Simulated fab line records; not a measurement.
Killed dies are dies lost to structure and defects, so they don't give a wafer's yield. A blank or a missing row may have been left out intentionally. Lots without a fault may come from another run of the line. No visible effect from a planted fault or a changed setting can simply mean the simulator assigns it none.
What tool caused it? -- flow sky130 -- Sampling: 14 lots, 39 wafers, 2 of 708 route steps

== WHAT THE GAUGES READ, wafer by wafer ==
SKY_CONTACT_OVL_MEAS_15. Usual: for CONTACT_OVL the level is -2 nm and the standard deviation is 5.9.
lot,measured,on,CONTACT_OVL (nm),flag
L553,day 32 12:13,overlay-02,-1 -5 0,
L555,day 32 16:15,overlay-02,3 -3 -5,
L554,day 32 18:04,overlay-01,-6 -6 -1,
L557,day 32 23:30,overlay-02,-7 -1 3,
L556,day 33 03:37,overlay-01,2 4 7,
L558,day 34 06:43,overlay-01,-8 -6 -3,
L560,day 34 12:52,overlay-01,-5 2 -5,
L559,day 34 13:13,overlay-01,-5 -3 2,
L561,day 34 22:37,overlay-02,7 8 -6,
L562,day 35 10:49,overlay-02,-15 5 1,
L568,day 36 17:33,overlay-02,-2 0,
L567,day 36 22:44,overlay-01,-4 -18,
L569,day 37 05:29,overlay-02,-3 2,
L572,day 37 23:59,overlay-02,-2 -6 -1,

== EACH LOT AND THE TOOL THAT RAN IT (in order: tool; ch and the chambers of the sampled wafers; start) ==
lot,SKY_LOCAL_INTERCONNECT_STRIP_15
L553,"plasma_asher-02 ch 0,1, day 31 07:33"
L555,"plasma_asher-04 ch 0,1, day 31 11:43"
L554,"plasma_asher-03 ch 0,1, day 31 13:03"
L557,"plasma_asher-04 ch 0,1, day 31 18:35"
L556,"plasma_asher-02 ch 0,1, day 31 21:59"
L558,"plasma_asher-04 ch 0,1, day 33 02:44"
L560,"plasma_asher-03 ch 0,1, day 33 08:59"
L559,"plasma_asher-02 ch 0,1, day 33 09:06"
L561,"plasma_asher-04 ch 0,1, day 33 19:26"
L562,"plasma_asher-02 ch 0,1, day 34 07:21"
L568,"plasma_asher-04 ch 0,1, day 35 13:54"
L567,"plasma_asher-02 ch 0,1, day 35 19:32"
L569,"plasma_asher-03 ch 0,1, day 36 03:06"
L572,"plasma_asher-02 ch 1, day 36 21:29"
- SKY_LOCAL_INTERCONNECT_STRIP_15: strips in O2/N2.

== AS READ BY THE TOOLS THEMSELVES (means over the sampled wafers that have a number; for cases with no such wafer, the mark the record gives instead) ==
SKY_LOCAL_INTERCONNECT_STRIP_15. Usual: drypump_motor_current_A 5.83 A, standard deviation 0.19; oes_product_au 0.426 a.u., standard deviation 0.0047; strip_time_to_endpoint_s 4.714 s, standard deviation 0.02.
lot,tool,drypump_motor_current_A (A),oes_product_au (a.u.),strip_time_to_endpoint_s (s),flag
L553,plasma_asher-02,5.79,0.427,4.706,
L555,plasma_asher-04,5.93,0.430,4.735,
L554,plasma_asher-03,5.82,0.422,4.740,
L557,plasma_asher-04,5.98,0.427,4.703,
L556,plasma_asher-02,5.78,0.426,4.713,
L558,plasma_asher-04,5.95,0.427,4.724,
L560,plasma_asher-03,5.55,0.423,4.734,
L559,plasma_asher-02,5.81,0.424,4.702,
L561,plasma_asher-04,5.96,0.429,4.715,
L562,plasma_asher-02,5.81,0.427,4.717,
L568,plasma_asher-04,5.86,0.424,4.673,
L567,plasma_asher-02,5.79,0.426,4.716,
L569,plasma_asher-03,5.70,0.424,4.734,
L572,plasma_asher-02,5.74,0.430,4.723,

== THE ANSWER, worked out from the rows above alone ==
Rule: a lot is off if the mean of its wafers that have a number lies more than 3 standard deviations from the usual mean. A lot without any number at a reading at which 4 lots or more have one is off too. Where the step has rows for the other lots, those lots are counted as sound. After the gauges, taken in route order, come the tools' own readings; for these a lot's mean is taken, as printed above. At the first step where some lot is off, the reading lying furthest off is the one used; lots without a number count as furthest.
No lot is off on any of the readings shown, so nothing can be concluded from this.

== WHAT THE SIMULATOR HAD INSERTED ==
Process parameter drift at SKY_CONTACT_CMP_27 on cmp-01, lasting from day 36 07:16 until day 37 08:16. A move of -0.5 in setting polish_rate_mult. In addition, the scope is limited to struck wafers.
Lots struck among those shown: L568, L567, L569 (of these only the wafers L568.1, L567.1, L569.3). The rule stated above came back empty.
